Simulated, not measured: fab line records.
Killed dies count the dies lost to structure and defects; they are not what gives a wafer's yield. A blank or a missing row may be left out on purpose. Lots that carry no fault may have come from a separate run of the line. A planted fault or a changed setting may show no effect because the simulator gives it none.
fab line records / flow gf180mcu / part 2 of 2: steps 29 to 38 of 38
record: lots: 5 wafers: 15 last_day: 35
route steps=602 shown SAB@277 SALICIDE@278 CONTACT@287
lots with no fault: from the same line, run without faults
start_h: the number of hours between the record's first day and the start of the first shown wafer of the lot / wait_h: how many hours have passed since the lot's step before this one / " as in the row above / L1.1+2: one row covering several wafers at once / - no value present, or no start provided / * or withheld: withheld / < > ~ a bound
route shown NAME@n: a module of which the file shows steps, and the number in the route of the first / usual: mean/standard deviation taken from wafers without a fault / same: alike in all rows / chamber/n: place in a boat / sites: per-site readings / _std_site: how widely they spread, as a standard deviation / _edge_site: inner sites' mean taken away from outer sites' mean / radius_mm: for every site, how far away it sits from the centre of the wafer / mask NAME#n: copy n / behind: the tool/chamber that last shaped the wafer / hold: reason for holding the lot/hours on hold/outcome of the hold / device: transistor that didn't switch, given as n, p or np / end of line: at the end of the route, the tests of the same wafers / a step with no rows: only its recipe / killed: count of dies lost to structure and defects at first sort (not the wafer's yield) / map: the dies of a wafer, with x for killed, . for not killed, _ for no die there
set.NAME: the setting that was run; set.NAME@STEP: the one run at that earlier step / model.NAME: the simulator's own value behind a step, which no gauge read
certain route steps with their lots: each step a table, each wafer a row
services: from which hour (start_h, from the record's first day; less than 0 if before it) a tool's chamber was out of use, for how many hours, and why
== steps ==
step: GF_CONTACT_STRIP_18
recipe: chemistry: O2/N2 power_w: 1400 pressure_mtorr: 1500 platen_temp_c: 250 o2_flow_sccm: 3000 n2_flow_sccm: 300 overash_fraction: 0.5
usual: drypump_motor_current_A: 5.7/0.36 heater_power_w: 364/26 oes_product_au: 0.579/0.0048
lot.wafer=L076.1 tool=plasma_asher-04 chamber=0 start_h=385.58 wait_h=- drypump_motor_current_A=5.5 heater_power_w=366 oes_product_au=0.575 rf_hours_counter_h=78
lot.wafer=L076.3 tool=plasma_asher-04 chamber=1 start_h=385.58 wait_h=- drypump_motor_current_A=5.5 heater_power_w=363 oes_product_au=0.579 rf_hours_counter_h=-
lot.wafer=L076.4 tool=plasma_asher-04 chamber=0 start_h=385.58 wait_h=- drypump_motor_current_A=5.5 heater_power_w=375 oes_product_au=0.579 rf_hours_counter_h=-
lot.wafer=L078.1 tool=plasma_asher-04 chamber=0 start_h=401.15 wait_h=- drypump_motor_current_A=5.5 heater_power_w=368 oes_product_au=0.577 rf_hours_counter_h=80
lot.wafer=L078.5 tool=plasma_asher-04 chamber=1 start_h=401.15 wait_h=- drypump_motor_current_A=5.5 heater_power_w=374 oes_product_au=0.577 rf_hours_counter_h=-
lot.wafer=L078.6 tool=plasma_asher-04 chamber=0 start_h=401.15 wait_h=- drypump_motor_current_A=5.4 heater_power_w=370 oes_product_au=0.574 rf_hours_counter_h=-
lot.wafer=L089.1 tool=plasma_asher-02 chamber=1 start_h=500.20 wait_h=- drypump_motor_current_A=6.0 heater_power_w=380 oes_product_au=0.589 rf_hours_counter_h=34
lot.wafer=L089.4 tool=plasma_asher-02 chamber=0 start_h=500.20 wait_h=- drypump_motor_current_A=5.8 heater_power_w=390 oes_product_au=0.580 rf_hours_counter_h=-
lot.wafer=L089.6 tool=plasma_asher-02 chamber=0 start_h=500.20 wait_h=- drypump_motor_current_A=5.8 heater_power_w=391 oes_product_au=0.573 rf_hours_counter_h=-
lot.wafer=L092.2 tool=plasma_asher-02 chamber=1 start_h=519.08 wait_h=- drypump_motor_current_A=5.9 heater_power_w=393 oes_product_au=0.588 rf_hours_counter_h=36
lot.wafer=L092.3 tool=plasma_asher-02 chamber=1 start_h=519.08 wait_h=- drypump_motor_current_A=6.0 heater_power_w=391 oes_product_au=0.583 rf_hours_counter_h=-
lot.wafer=L092.4 tool=plasma_asher-02 chamber=0 start_h=519.08 wait_h=- drypump_motor_current_A=5.8 heater_power_w=399 oes_product_au=0.589 rf_hours_counter_h=-
lot.wafer=L097.1 tool=plasma_asher-02 chamber=1 start_h=560.68 wait_h=- drypump_motor_current_A=6.0 heater_power_w=392 oes_product_au=0.580 rf_hours_counter_h=40
lot.wafer=L097.2 tool=plasma_asher-02 chamber=0 start_h=560.68 wait_h=- drypump_motor_current_A=5.8 heater_power_w=395 oes_product_au=0.572 rf_hours_counter_h=40
lot.wafer=L097.4 tool=plasma_asher-02 chamber=0 start_h=560.68 wait_h=- drypump_motor_current_A=5.7 heater_power_w=387 oes_product_au=0.581 rf_hours_counter_h=-
step: GF_CONTACT_CLEAN_19
recipe: chemistry: SPM
lot.wafer=L076.1+3+4 tool=wet_bench-04 chamber=2 start_h=385.68 wait_h=0.1
lot.wafer=L078.1+5+6 tool=wet_bench-04 chamber=3 start_h=401.25 wait_h=0.1
lot.wafer=L089.1+4+6 tool=wet_bench-02 chamber=2 start_h=500.30 wait_h=0.1
lot.wafer=L092.2+3+4 tool=wet_bench-04 chamber=3 start_h=519.18 wait_h=0.1
lot.wafer=L097.1+2+4 tool=wet_bench-01 chamber=3 start_h=560.78 wait_h=0.1
step: GF_CONTACT_CLEAN_20
recipe: chemistry: DIW
lot.wafer=L076.1+3+4 tool=wet_bench-02 chamber=0 start_h=385.77 wait_h=0.0
lot.wafer=L078.1+5+6 tool=wet_bench-01 chamber=2 start_h=401.35 wait_h=0.0
lot.wafer=L089.1+4+6 tool=wet_bench-01 chamber=1 start_h=500.39 wait_h=0.0
lot.wafer=L092.2+3+4 tool=wet_bench-02 chamber=1 start_h=519.27 wait_h=0.0
lot.wafer=L097.1+2+4 tool=wet_bench-04 chamber=0 start_h=560.87 wait_h=0.0
step: GF_CONTACT_CLEAN_21
recipe: chemistry: dHF time_s: 20 dilution: 100:1 dry: ipa_marangoni
lot.wafer=L076.1+3+4 tool=wet_bench-02 chamber=2 start_h=385.97 wait_h=0.0
lot.wafer=L078.1+5+6 tool=wet_bench-02 chamber=1 start_h=401.44 wait_h=0.0
lot.wafer=L089.1+4+6 tool=wet_bench-02 chamber=0 start_h=500.48 wait_h=0.0
lot.wafer=L092.2+3+4 tool=wet_bench-04 chamber=3 start_h=519.46 wait_h=0.0
lot.wafer=L097.1+2+4 tool=wet_bench-01 chamber=1 start_h=560.96 wait_h=0.0
step: GF_CONTACT_SPUTTER_22
recipe: material: Ti target_thk_nm: 15 chamber_pressure_pa: 5 power_w: 2500 substrate_temp_c: 200 time_s: 80.02
usual: throttle_valve_pct: 30.2/1
lot.wafer=L076.1 tool=pvd_sputter-04 chamber=- start_h=386.00 wait_h=0.0 throttle_valve_pct=29.4
lot.wafer=L076.3 tool=pvd_sputter-04 chamber=- start_h=386.00 wait_h=0.0 throttle_valve_pct=32.1
lot.wafer=L076.4 tool=pvd_sputter-04 chamber=- start_h=386.00 wait_h=0.0 throttle_valve_pct=28.9
lot.wafer=L078.1 tool=pvd_sputter-04 chamber=- start_h=401.46 wait_h=0.0 throttle_valve_pct=29.3
lot.wafer=L078.5 tool=pvd_sputter-04 chamber=- start_h=401.46 wait_h=0.0 throttle_valve_pct=29.3
lot.wafer=L078.6 tool=pvd_sputter-04 chamber=- start_h=401.46 wait_h=0.0 throttle_valve_pct=29.5
lot.wafer=L089.1 tool=pvd_sputter-04 chamber=- start_h=500.50 wait_h=0.0 throttle_valve_pct=32.2
lot.wafer=L089.4 tool=pvd_sputter-04 chamber=- start_h=500.50 wait_h=0.0 throttle_valve_pct=29.8
lot.wafer=L089.6 tool=pvd_sputter-04 chamber=- start_h=500.50 wait_h=0.0 throttle_valve_pct=28.8
lot.wafer=L092.2 tool=pvd_sputter-01 chamber=- start_h=519.47 wait_h=0.0 throttle_valve_pct=29.9
lot.wafer=L092.3 tool=pvd_sputter-01 chamber=- start_h=519.47 wait_h=0.0 throttle_valve_pct=29.7
lot.wafer=L092.4 tool=pvd_sputter-01 chamber=- start_h=519.47 wait_h=0.0 throttle_valve_pct=30.9
lot.wafer=L097.1 tool=pvd_sputter-04 chamber=- start_h=560.98 wait_h=0.0 throttle_valve_pct=28.9
lot.wafer=L097.2 tool=pvd_sputter-04 chamber=- start_h=560.98 wait_h=0.0 throttle_valve_pct=29.8
lot.wafer=L097.4 tool=pvd_sputter-04 chamber=- start_h=560.98 wait_h=0.0 throttle_valve_pct=32.1
step: GF_CONTACT_SPUTTER_23
recipe: material: TiN target_thk_nm: 10 chamber_pressure_pa: 5 power_w: 4000 time_s: 40
usual: throttle_valve_pct: 30.2/1
lot.wafer=L076.1 tool=pvd_sputter-04 chamber=- start_h=386.07 wait_h=0.0 throttle_valve_pct=29.4
lot.wafer=L076.3 tool=pvd_sputter-04 chamber=- start_h=386.07 wait_h=0.0 throttle_valve_pct=32.2
lot.wafer=L076.4 tool=pvd_sputter-04 chamber=- start_h=386.07 wait_h=0.0 throttle_valve_pct=28.7
lot.wafer=L078.1 tool=pvd_sputter-04 chamber=- start_h=401.52 wait_h=0.0 throttle_valve_pct=29.8
lot.wafer=L078.5 tool=pvd_sputter-04 chamber=- start_h=401.52 wait_h=0.0 throttle_valve_pct=29.5
lot.wafer=L078.6 tool=pvd_sputter-04 chamber=- start_h=401.52 wait_h=0.0 throttle_valve_pct=29.8
lot.wafer=L089.1 tool=pvd_sputter-04 chamber=- start_h=500.56 wait_h=0.0 throttle_valve_pct=31.9
lot.wafer=L089.4 tool=pvd_sputter-04 chamber=- start_h=500.56 wait_h=0.0 throttle_valve_pct=30.1
lot.wafer=L089.6 tool=pvd_sputter-04 chamber=- start_h=500.56 wait_h=0.0 throttle_valve_pct=28.6
lot.wafer=L092.2 tool=pvd_sputter-01 chamber=- start_h=519.53 wait_h=0.0 throttle_valve_pct=29.8
lot.wafer=L092.3 tool=pvd_sputter-01 chamber=- start_h=519.53 wait_h=0.0 throttle_valve_pct=29.8
lot.wafer=L092.4 tool=pvd_sputter-01 chamber=- start_h=519.53 wait_h=0.0 throttle_valve_pct=31.3
lot.wafer=L097.1 tool=pvd_sputter-04 chamber=- start_h=561.04 wait_h=0.0 throttle_valve_pct=29.0
lot.wafer=L097.2 tool=pvd_sputter-04 chamber=- start_h=561.04 wait_h=0.0 throttle_valve_pct=29.6
lot.wafer=L097.4 tool=pvd_sputter-04 chamber=- start_h=561.04 wait_h=0.0 throttle_valve_pct=31.8
step: GF_CONTACT_CVD_24
recipe: material: W target_thk_nm: 300 time_s: 90.339 temp_c: 400 pressure_torr: 40
usual: heater_power_outer_w: 512/53 heater_power_w: 848/82
lot.wafer=L076.1 tool=cvd_w-02 chamber=1 start_h=386.10 wait_h=0.0 heater_power_outer_w=506 heater_power_w=815
lot.wafer=L076.3 tool=cvd_w-02 chamber=0 start_h=386.10 wait_h=0.0 heater_power_outer_w=504 heater_power_w=847
lot.wafer=L076.4 tool=cvd_w-02 chamber=1 start_h=386.10 wait_h=0.0 heater_power_outer_w=507 heater_power_w=828
lot.wafer=L078.1 tool=cvd_w-01 chamber=0 start_h=401.56 wait_h=0.0 heater_power_outer_w=596 heater_power_w=976
lot.wafer=L078.5 tool=cvd_w-01 chamber=1 start_h=401.56 wait_h=0.0 heater_power_outer_w=482 heater_power_w=830
lot.wafer=L078.6 tool=cvd_w-01 chamber=0 start_h=401.56 wait_h=0.0 heater_power_outer_w=619 heater_power_w=992
lot.wafer=L089.1 tool=cvd_w-02 chamber=0 start_h=500.60 wait_h=0.0 heater_power_outer_w=474 heater_power_w=800
lot.wafer=L089.4 tool=cvd_w-02 chamber=1 start_h=500.60 wait_h=0.0 heater_power_outer_w=479 heater_power_w=781
lot.wafer=L089.6 tool=cvd_w-02 chamber=1 start_h=500.60 wait_h=0.0 heater_power_outer_w=477 heater_power_w=764
lot.wafer=L092.2 tool=cvd_w-02 chamber=0 start_h=519.57 wait_h=0.0 heater_power_outer_w=480 heater_power_w=781
lot.wafer=L092.3 tool=cvd_w-02 chamber=0 start_h=519.57 wait_h=0.0 heater_power_outer_w=472 heater_power_w=800
lot.wafer=L092.4 tool=cvd_w-02 chamber=1 start_h=519.57 wait_h=0.0 heater_power_outer_w=481 heater_power_w=779
lot.wafer=L097.1 tool=cvd_w-01 chamber=0 start_h=561.08 wait_h=0.0 heater_power_outer_w=614 heater_power_w=1011
lot.wafer=L097.2 tool=cvd_w-01 chamber=1 start_h=561.08 wait_h=0.0 heater_power_outer_w=482 heater_power_w=837
lot.wafer=L097.4 tool=cvd_w-01 chamber=0 start_h=561.08 wait_h=0.0 heater_power_outer_w=621 heater_power_w=969
step: GF_CONTACT_RS_MEAS_25
recipe: thk_meas_gauge: four-point-probe reads: W_of_CONTACT_CVD_24+TiN_of_CONTACT_SPUTTER_23+Ti_of_CONTACT_SPUTTER_22
usual: CONTACT_W_RS: 0.380/0.0058
lot.wafer=L076.1 tool=film_metro-04 chamber=- start_h=386.21 wait_h=0.1 CONTACT_W_RS[ohm/sq]=0.369
lot.wafer=L076.3 tool=film_metro-04 chamber=- start_h=386.21 wait_h=0.1 CONTACT_W_RS[ohm/sq]=0.382
lot.wafer=L076.4 tool=film_metro-04 chamber=- start_h=386.21 wait_h=0.1 CONTACT_W_RS[ohm/sq]=0.364
lot.wafer=L078.1 tool=film_metro-04 chamber=- start_h=401.66 wait_h=0.1 CONTACT_W_RS[ohm/sq]=0.376
lot.wafer=L078.5 tool=film_metro-04 chamber=- start_h=401.66 wait_h=0.1 CONTACT_W_RS[ohm/sq]=0.381
lot.wafer=L078.6 tool=film_metro-04 chamber=- start_h=401.66 wait_h=0.1 CONTACT_W_RS[ohm/sq]=0.379
lot.wafer=L089.1 tool=film_metro-01 chamber=- start_h=500.70 wait_h=0.1 CONTACT_W_RS[ohm/sq]=0.386
lot.wafer=L089.4 tool=film_metro-01 chamber=- start_h=500.70 wait_h=0.1 CONTACT_W_RS[ohm/sq]=0.374
lot.wafer=L089.6 tool=film_metro-01 chamber=- start_h=500.70 wait_h=0.1 CONTACT_W_RS[ohm/sq]=0.373
lot.wafer=L092.2 tool=film_metro-01 chamber=- start_h=519.71 wait_h=0.1 CONTACT_W_RS[ohm/sq]=0.381
lot.wafer=L092.3 tool=film_metro-01 chamber=- start_h=519.71 wait_h=0.1 CONTACT_W_RS[ohm/sq]=0.382
lot.wafer=L092.4 tool=film_metro-01 chamber=- start_h=519.71 wait_h=0.1 CONTACT_W_RS[ohm/sq]=0.370
lot.wafer=L097.1 tool=film_metro-01 chamber=- start_h=561.18 wait_h=0.1 CONTACT_W_RS[ohm/sq]=0.383
lot.wafer=L097.2 tool=film_metro-01 chamber=- start_h=561.18 wait_h=0.1 CONTACT_W_RS[ohm/sq]=0.389
lot.wafer=L097.4 tool=film_metro-01 chamber=- start_h=561.18 wait_h=0.1 CONTACT_W_RS[ohm/sq]=0.380
step: GF_CONTACT_THK_MEAS_26
recipe: thk_meas_gauge: xrf reads: W_of_CONTACT_CVD_24
usual: CONTACT_W_THK: 297/4.5
lot.wafer=L076.1 tool=film_metro-04 chamber=- start_h=386.33 wait_h=0.1 CONTACT_W_THK[nm]=304
lot.wafer=L076.3 tool=film_metro-04 chamber=- start_h=386.33 wait_h=0.1 CONTACT_W_THK[nm]=293
lot.wafer=L076.4 tool=film_metro-04 chamber=- start_h=386.33 wait_h=0.1 CONTACT_W_THK[nm]=307
lot.wafer=L078.1 tool=film_metro-04 chamber=- start_h=401.78 wait_h=0.1 CONTACT_W_THK[nm]=298
lot.wafer=L078.5 tool=film_metro-04 chamber=- start_h=401.78 wait_h=0.1 CONTACT_W_THK[nm]=296
lot.wafer=L078.6 tool=film_metro-04 chamber=- start_h=401.78 wait_h=0.1 CONTACT_W_THK[nm]=296
lot.wafer=L089.1 tool=film_metro-01 chamber=- start_h=500.82 wait_h=0.1 CONTACT_W_THK[nm]=292
lot.wafer=L089.4 tool=film_metro-01 chamber=- start_h=500.82 wait_h=0.1 CONTACT_W_THK[nm]=299
lot.wafer=L089.6 tool=film_metro-01 chamber=- start_h=500.82 wait_h=0.1 CONTACT_W_THK[nm]=302
lot.wafer=L092.2 tool=film_metro-01 chamber=- start_h=519.82 wait_h=0.1 CONTACT_W_THK[nm]=296
lot.wafer=L092.3 tool=film_metro-01 chamber=- start_h=519.82 wait_h=0.1 CONTACT_W_THK[nm]=295
lot.wafer=L092.4 tool=film_metro-01 chamber=- start_h=519.82 wait_h=0.1 CONTACT_W_THK[nm]=304
lot.wafer=L097.1 tool=film_metro-01 chamber=- start_h=561.30 wait_h=0.1 CONTACT_W_THK[nm]=296
lot.wafer=L097.2 tool=film_metro-01 chamber=- start_h=561.30 wait_h=0.1 CONTACT_W_THK[nm]=290
lot.wafer=L097.4 tool=film_metro-01 chamber=- start_h=561.30 wait_h=0.1 CONTACT_W_THK[nm]=297
step: GF_CONTACT_CMP_27
recipe: stop_on: SiO2 down_force_psi: 3.5 platen_rpm: 60 t_overpolish_s: 15 target_thk_nm: 0 pad_velocity_m_s: 0.94248
usual: motor_current_A: 10.0/1.3 overpolish_run_s: 14.999/0.0094 slurry_flow_ml_min: 150.0/0.44 time_to_endpoint_s: 74/3.9
lot.wafer=L076.3 tool=cmp-01 chamber=1 start_h=386.39 wait_h=0.0 motor_current_A=10.7 overpolish_run_s=14.976 slurry_flow_ml_min=150.3 time_to_endpoint_s=70
lot.wafer=L076.4 tool=cmp-01 chamber=2 start_h=386.39 wait_h=0.0 motor_current_A=8.4 overpolish_run_s=14.993 slurry_flow_ml_min=150.7 time_to_endpoint_s=77
lot.wafer=L076.1 tool=cmp-01 chamber=3 start_h=386.39 wait_h=0.0 motor_current_A=10.4 overpolish_run_s=14.980 slurry_flow_ml_min=150.9 time_to_endpoint_s=70
lot.wafer=L078.1 tool=cmp-01 chamber=0 start_h=401.99 wait_h=0.2 motor_current_A=9.4 overpolish_run_s=14.998 slurry_flow_ml_min=150.1 time_to_endpoint_s=78
lot.wafer=L078.5 tool=cmp-01 chamber=1 start_h=401.99 wait_h=0.2 motor_current_A=10.3 overpolish_run_s=14.998 slurry_flow_ml_min=150.4 time_to_endpoint_s=72
lot.wafer=L078.6 tool=cmp-01 chamber=2 start_h=401.99 wait_h=0.2 motor_current_A=8.6 overpolish_run_s=14.998 slurry_flow_ml_min=150.0 time_to_endpoint_s=74
lot.wafer=L089.1 tool=cmp-02 chamber=1 start_h=500.93 wait_h=0.1 motor_current_A=10.8 overpolish_run_s=15.019 slurry_flow_ml_min=150.1 time_to_endpoint_s=75
lot.wafer=L089.4 tool=cmp-02 chamber=3 start_h=500.93 wait_h=0.1 motor_current_A=11.2 overpolish_run_s=14.999 slurry_flow_ml_min=150.0 time_to_endpoint_s=73
lot.wafer=L089.6 tool=cmp-02 chamber=1 start_h=500.93 wait_h=0.1 motor_current_A=11.6 overpolish_run_s=14.994 slurry_flow_ml_min=150.3 time_to_endpoint_s=76
lot.wafer=L092.2 tool=cmp-01 chamber=0 start_h=519.87 wait_h=0.0 motor_current_A=9.9 overpolish_run_s=15.001 slurry_flow_ml_min=149.8 time_to_endpoint_s=78
lot.wafer=L092.3 tool=cmp-01 chamber=2 start_h=519.87 wait_h=0.0 motor_current_A=8.6 overpolish_run_s=14.983 slurry_flow_ml_min=149.9 time_to_endpoint_s=73
lot.wafer=L092.4 tool=cmp-01 chamber=3 start_h=519.87 wait_h=0.0 motor_current_A=10.3 overpolish_run_s=15.001 slurry_flow_ml_min=150.0 time_to_endpoint_s=66
lot.wafer=L097.2 tool=cmp-01 chamber=2 start_h=561.36 wait_h=0.0 motor_current_A=8.7 overpolish_run_s=14.975 slurry_flow_ml_min=149.9 time_to_endpoint_s=69
lot.wafer=L097.4 tool=cmp-01 chamber=0 start_h=561.36 wait_h=0.0 motor_current_A=9.9 overpolish_run_s=14.981 slurry_flow_ml_min=150.2 time_to_endpoint_s=73
lot.wafer=L097.1 tool=cmp-01 chamber=1 start_h=561.36 wait_h=0.0 motor_current_A=10.7 overpolish_run_s=14.991 slurry_flow_ml_min=150.0 time_to_endpoint_s=71
== services ==
tool=plasma_asher-03 chamber=- start_h=343.21 hours=2.5 kind=repair
tool=cmp-01 chamber=- start_h=346.87 hours=1.1 kind=repair
tool=wet_bench-02 chamber=- start_h=354.95 hours=4.6 kind=repair
tool=rie_diel-02 chamber=- start_h=367.56 hours=0.3 kind=repair
tool=plasma_asher-02 chamber=- start_h=369.13 hours=19.6 kind=repair
tool=krf_scanner-02 chamber=- start_h=370.01 hours=0.5 kind=repair
tool=rie_diel-02 chamber=1 start_h=374.59 hours=14.9 kind=repair
tool=rie_diel-02 chamber=3 start_h=388.97 hours=7.6 kind=repair
tool=plasma_asher-02 chamber=- start_h=389.23 hours=13.7 kind=repair
tool=cmp-01 chamber=- start_h=404.07 hours=4.0 kind=pm
tool=wet_bench-01 chamber=- start_h=404.11 hours=1.5 kind=repair
tool=rie_diel-04 chamber=2 start_h=418.39 hours=3.4 kind=repair
tool=pvd_sputter-01 chamber=- start_h=423.89 hours=2.8 kind=repair
tool=pvd_sputter-01 chamber=- start_h=427.13 hours=14.4 kind=repair
tool=wet_bench-02 chamber=- start_h=440.55 hours=4.3 kind=repair
tool=krf_scanner-02 chamber=- start_h=444.41 hours=0.8 kind=pm
tool=cmp-01 chamber=- start_h=488.07 hours=17.2 kind=pm
tool=krf_scanner-02 chamber=- start_h=496.91 hours=1.0 kind=pm
tool=plasma_asher-02 chamber=- start_h=501.85 hours=2.8 kind=pm
tool=krf_scanner-02 chamber=- start_h=504.10 hours=1.3 kind=pm
tool=rie_diel-02 chamber=3 start_h=511.04 hours=6.6 kind=repair
tool=cmp-01 chamber=- start_h=533.81 hours=3.7 kind=repair
tool=plasma_asher-02 chamber=- start_h=542.46 hours=4.0 kind=repair
tool=rie_diel-02 chamber=0 start_h=548.63 hours=5.5 kind=repair
